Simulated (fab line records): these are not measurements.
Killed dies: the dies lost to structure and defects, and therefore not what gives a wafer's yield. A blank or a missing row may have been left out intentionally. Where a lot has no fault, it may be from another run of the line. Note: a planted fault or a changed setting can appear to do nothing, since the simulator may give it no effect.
Chamber matching / flow gf180mcu / rie diel-02 running GF_STI_ETCH_13: 4 sister chambers
The step etches the open film in CHF3/O2, stops on Si, target depth 282.31 nm, time 112.9 s. 16 wafers are shown with their chamber, then 8 later ones without.

EACH WAFER AND ITS CHAMBER
wafer=L076.1; chamber=1; drypump motor current A (A)=5.9; throttle valve pct (%)=8.804; oes product au (a.u.)=0.831
wafer=L076.2; chamber=0; drypump motor current A (A)=5.5; throttle valve pct (%)=8.814; oes product au (a.u.)=0.820
wafer=L076.3; chamber=3; drypump motor current A (A)=6.0; throttle valve pct (%)=8.813; oes product au (a.u.)=0.828
wafer=L077.4; chamber=3; drypump motor current A (A)=6.0; throttle valve pct (%)=8.818; oes product au (a.u.)=0.836
wafer=L077.5; chamber=1; drypump motor current A (A)=5.8; throttle valve pct (%)=8.817; oes product au (a.u.)=0.842
wafer=L077.6; chamber=0; drypump motor current A (A)=5.5; throttle valve pct (%)=8.793; oes product au (a.u.)=0.838
wafer=L079.2; chamber=2; drypump motor current A (A)=6.3; throttle valve pct (%)=8.815; oes product au (a.u.)=0.836
wafer=L079.3; chamber=0; drypump motor current A (A)=5.5; throttle valve pct (%)=8.837; oes product au (a.u.)=0.830
wafer=L079.5; chamber=2; drypump motor current A (A)=6.3; throttle valve pct (%)=8.813; oes product au (a.u.)=0.838
wafer=L080.3; chamber=1; drypump motor current A (A)=5.8; throttle valve pct (%)=8.810; oes product au (a.u.)=0.828
wafer=L080.4; chamber=0; drypump motor current A (A)=5.5; throttle valve pct (%)=8.826; oes product au (a.u.)=0.834
wafer=L080.6; chamber=2; drypump motor current A (A)=6.3; throttle valve pct (%)=8.834; oes product au (a.u.)=0.836
wafer=L086.2; chamber=3; drypump motor current A (A)=6.0; throttle valve pct (%)=8.791; oes product au (a.u.)=0.841
wafer=L086.3; chamber=0; drypump motor current A (A)=5.5; throttle valve pct (%)=8.822; oes product au (a.u.)=0.841
wafer=L086.5; chamber=0; drypump motor current A (A)=5.5; throttle valve pct (%)=8.813; oes product au (a.u.)=0.828
wafer=L088.2; chamber=0; drypump motor current A (A)=5.5; throttle valve pct (%)=8.818; oes product au (a.u.)=0.834

SIGNATURES (averages over the wafers above)
reading=drypump motor current A; chamber 0=5.500; chamber 1=5.833; chamber 2=6.300; chamber 3=6.000; scatter within a chamber=0.0236
reading=throttle valve pct; chamber 0=8.81757; chamber 1=8.81033; chamber 2=8.82067; chamber 3=8.80733; scatter within a chamber=0.0125
reading=oes product au; chamber 0=0.83214; chamber 1=0.83367; chamber 2=0.83667; chamber 3=0.83500; scatter within a chamber=0.00637
Rule: a wafer's distance from a chamber is the root of the sum, over the readings, of the square of ((its reading less the chamber's mean) divided by the reading's scatter). The wafer belongs to the nearest chamber; if the next one is less than 2 further off, it can't be placed. The scatter is the square root of a quotient: the sum, over the shown wafers, of each reading's squared deviation from its chamber's mean, divided by wafers minus chambers.

WAFERS WITH NO CHAMBER GIVEN
wafer=L088.4; drypump motor current A (A)=6.3; throttle valve pct (%)=8.808; oes product au (a.u.)=0.839
wafer=L088.5; drypump motor current A (A)=5.9; throttle valve pct (%)=8.820; oes product au (a.u.)=0.822
wafer=L089.2; drypump motor current A (A)=5.5; throttle valve pct (%)=8.820; oes product au (a.u.)=0.837
wafer=L089.3; drypump motor current A (A)=6.3; throttle valve pct (%)=8.820; oes product au (a.u.)=0.826
wafer=L089.5; drypump motor current A (A)=5.9; throttle valve pct (%)=8.804; oes product au (a.u.)=0.830
wafer=L096.2; drypump motor current A (A)=6.3; throttle valve pct (%)=8.800; oes product au (a.u.)=0.823
wafer=L096.5; drypump motor current A (A)=5.8; throttle valve pct (%)=8.809; oes product au (a.u.)=0.828
wafer=L096.6; drypump motor current A (A)=5.5; throttle valve pct (%)=8.820; oes product au (a.u.)=0.834

WHICH CHAMBER EACH WENT THROUGH
wafer=L088.4; from the rows above=2; in truth=2
wafer=L088.5; from the rows above=can't be placed: 1 or 3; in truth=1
wafer=L089.2; from the rows above=0; in truth=0
wafer=L089.3; from the rows above=2; in truth=2
wafer=L089.5; from the rows above=can't be placed: 1 or 3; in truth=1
wafer=L096.2; from the rows above=2; in truth=2
wafer=L096.5; from the rows above=1; in truth=1
wafer=L096.6; from the rows above=0; in truth=0
6 of 8 placed correctly. These rows do not allow placing 2 (true chamber among the candidates in 2). Number placed wrongly: 0.
